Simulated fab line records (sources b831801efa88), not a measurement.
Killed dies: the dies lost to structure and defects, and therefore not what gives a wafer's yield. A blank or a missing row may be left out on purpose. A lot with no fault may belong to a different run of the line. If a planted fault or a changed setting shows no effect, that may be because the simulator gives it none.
2 desks, one fault -- flow sfq_line -- each desk holds nothing but its own numbers, with what lay behind them at the end

## THE METROLOGY DESK
What the gauges read, lot by lot, whatever tool the lot ran on: means of the sampled wafers that have a number. If a lot's mean is further than 4 standard deviations from the usual mean, the lot is out of limits and carries the mark OUT (the distance appears in the brackets).
Columns: A = I6_OVL at SFQ_I6_OVL_MEAS_942, usual 2 nm; B = M7_NB_RS at SFQ_M7_RS_MEAS_943, usual 0.890 ohm/sq; C = M7_OVL at SFQ_M7_OVL_MEAS_945, usual 3 nm; D = I7_BOW at SFQ_I7_BOW_MEAS_946, usual 7 um; E = I7_OVL at SFQ_I7_OVL_MEAS_947, usual -2 nm; F = M8_BOW at SFQ_M8_BOW_MEAS_951, usual 8 um
lot,first seen here,A,B,C,D,E,F
L424,day 63 04:47,3,0.892,6,-2,-5,-0
L431,day 76 14:50,-2,0.824 (-5.5) OUT,4,12,-3,12
L434,day 76 20:50,6,0.829 (-5.1) OUT,5,9,-2,11
L438,day 80 10:52,8,0.890,7,11,-6,13
L440,day 81 18:05,7,0.867,-0,2,-2,3
L443,day 82 12:04,6,0.894,-3,16,-1,18
This desk finds L431, L434 out of limits, with the earliest case on L431 at day 76 15:56 (M7_NB_RS at SFQ_M7_RS_MEAS_943). In limits: L424, L438, L440, L443.

## THE TOOL OWNER'S DESK: pvd_sputter-04
The tool's own readings at SFQ_TRILAYER_M7_DEP_SPUTTER_175 (material Nb, target thk 200 nm, time 133.3 s): means of the sampled wafers that have a number, for each lot that ran on this tool. If a lot's mean is further than 4 standard deviations from the usual mean, the lot is out of limits and carries the mark OUT (the distance appears in the brackets).
Columns: A = throttle_valve_pct at SFQ_TRILAYER_M7_DEP_SPUTTER_175, usual 29.7 %
lot,first seen here,A
L424,day 63 05:46,29.8
L431,day 76 15:50,29.8
L434,day 76 21:49,29.3
This desk's verdict: no lot among the 3 shows anything out of limits.

## PUT TOGETHER
On L431, L434, the metrology desk was in a position to raise an alarm at day 76 15:56.
Nothing out of limits was seen by the tool owner's desk.
The tool owner's desk has L431, L434 on record, within its limits.
SFQ_TRILAYER_M7_DEP_SPUTTER_175 was run on pvd_sputter-04 by each of the lots named.

## WHAT THE SIMULATOR HAD PUT IN
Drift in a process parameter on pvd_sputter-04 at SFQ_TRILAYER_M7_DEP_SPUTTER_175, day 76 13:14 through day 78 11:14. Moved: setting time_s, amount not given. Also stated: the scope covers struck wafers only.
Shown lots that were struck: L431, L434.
Per desk, hours elapsed from the start of the fault to the first reading out of limits: for the metrology desk, 3.
